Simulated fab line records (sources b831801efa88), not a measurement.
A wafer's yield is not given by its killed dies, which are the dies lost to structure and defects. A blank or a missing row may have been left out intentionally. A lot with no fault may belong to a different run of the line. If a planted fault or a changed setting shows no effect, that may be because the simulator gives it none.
Chamber matching + flow gf180mcu + GF_CONTACT_CVD_02 on pecvd-03 has 3 sister chambers
The step deposits SiO2 from TEOS, target thk 860 nm, time 95.992 s. 6 wafers are shown with their chamber, then 9 later ones without.

EACH WAFER AND ITS CHAMBER
| wafer  | chamber | heater power w (W) | susceptor temp C (C) |
|--------|---------|--------------------|----------------------|
| L089.5 | 2       | 562                | 400.28               |
| L090.4 | 2       | 552                | 399.77               |
| L090.6 | 1       | 517                | 399.81               |
| L092.3 | 0       | 754                | 399.78               |
| L092.4 | 1       | 625                | 400.05               |
| L092.6 | 0       | 807                | 400.16               |

WAFERS WITHOUT THEIR CHAMBER
| wafer  | heater power w (W) | susceptor temp C (C) |
|--------|--------------------|----------------------|
| L093.1 | 599                | 399.81               |
| L093.3 | 562                | 400.05               |
| L093.4 | 655                | 400.21               |
| L094.1 | 666                | 399.81               |
| L094.2 | 769                | 399.84               |
| L094.3 | 652                | 400.03               |
| L095.1 | 553                | 399.82               |
| L095.3 | 697                | 400.10               |
| L095.6 | 758                | 400.23               |

THE CHAMBER EACH PASSED THROUGH
| wafer  | from the rows above          | in truth |
|--------|------------------------------|----------|
| L093.1 | can't be placed: 1 or 2      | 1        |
| L093.3 | can't be placed: 2 or 1      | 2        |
| L093.4 | can't be placed: 1 or 2 or 0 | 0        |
| L094.1 | can't be placed: 1 or 2 or 0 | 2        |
| L094.2 | 0                            | 0        |
| L094.3 | can't be placed: 1 or 2 or 0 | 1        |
| L095.1 | can't be placed: 1 or 2      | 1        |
| L095.3 | can't be placed: 0 or 1 or 2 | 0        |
| L095.6 | 0                            | 0        |
Correctly placed: 2 of 9. From these rows, 7 cannot be placed; in 7 the true chamber is one of the candidates. 0 placed wrongly.
How it was worked out, from the rows above alone: a wafer's distance from a chamber is the root of the sum, over the readings, of the square of ((its reading less the chamber's mean) divided by the reading's scatter). If the next closest chamber is less than 2 further off than the closest, the wafer can't be placed; otherwise it belongs to the closest. For every chamber, the mean is computed from those of its wafers that are shown. The scatter: take each reading less its chamber's mean, square it, sum over the shown wafers, divide by the number of wafers less the number of chambers, and take the root.
